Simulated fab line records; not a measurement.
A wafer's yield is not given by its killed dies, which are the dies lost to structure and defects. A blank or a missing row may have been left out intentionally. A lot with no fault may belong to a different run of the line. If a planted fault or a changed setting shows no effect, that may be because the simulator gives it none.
Matching of chambers | flow sky130 | SKY_LI_CONTACT_ETCH_15 on rie-diel-04: 4 sister chambers
The step etches PSG in C4F8/O2/Ar, stops on Si, target depth 600 nm. 16 wafers are shown with their chamber, then 8 later ones without.

WAFERS PAIRED WITH THEIR CHAMBERS
wafer  | chamber | oes-product-au (a.u.)
L082.1 | 3       | 0.841
L082.2 | 0       | 0.837
L082.3 | 2       | 0.835
L082.4 | 1       | 0.844
L082.5 | 0       | 0.834
L082.6 | 1       | 0.844
L084.1 | 1       | 0.842
L084.2 | 3       | 0.835
L084.3 | 0       | 0.840
L084.4 | 2       | 0.835
L084.5 | 1       | 0.837
L084.6 | 2       | 0.833
L087.1 | 3       | 0.839
L087.2 | 2       | 0.833
L087.3 | 0       | 0.845
L087.4 | 0       | 0.838

SIGNATURES (averages over the wafers above)
reading        | chamber 0 | chamber 1 | chamber 2 | chamber 3 | scatter within a chamber
oes-product-au | 0.83880   | 0.84175   | 0.83400   | 0.83833   | 0.00319
Rule: a wafer's distance from a chamber is the root of the sum, over the readings, of the square of ((its reading less the chamber's mean) divided by the reading's scatter). The wafer belongs to the nearest chamber; if the next one is less than 2 further off, it can't be placed. The scatter: the root of (the sum of the squares of (reading less its chamber's mean) over the shown wafers, divided by (wafers less chambers)).

WAFERS WHOSE CHAMBER IS MISSING
wafer  | oes-product-au (a.u.)
L087.5 | 0.834
L087.6 | 0.837
L086.1 | 0.839
L086.2 | 0.832
L086.3 | 0.841
L086.4 | 0.831
L086.5 | 0.830
L086.6 | 0.838

EACH ONE'S CHAMBER
wafer  | from the rows above               | in truth
L087.5 | can't be placed: 2 or 3 or 0      | 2
L087.6 | can't be placed: 3 or 0 or 2 or 1 | 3
L086.1 | can't be placed: 0 or 3 or 1 or 2 | 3
L086.2 | can't be placed: 2 or 3 or 0      | 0
L086.3 | can't be placed: 1 or 0 or 3 or 2 | 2
L086.4 | can't be placed: 2 or 3 or 0      | 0
L086.5 | can't be placed: 2 or 3 or 0      | 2
L086.6 | can't be placed: 3 or 0 or 1 or 2 | 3
Correct placement for 0 of the 8. From these rows, 8 cannot be placed; in 8 the true chamber is one of the candidates. Placed wrongly: 0.
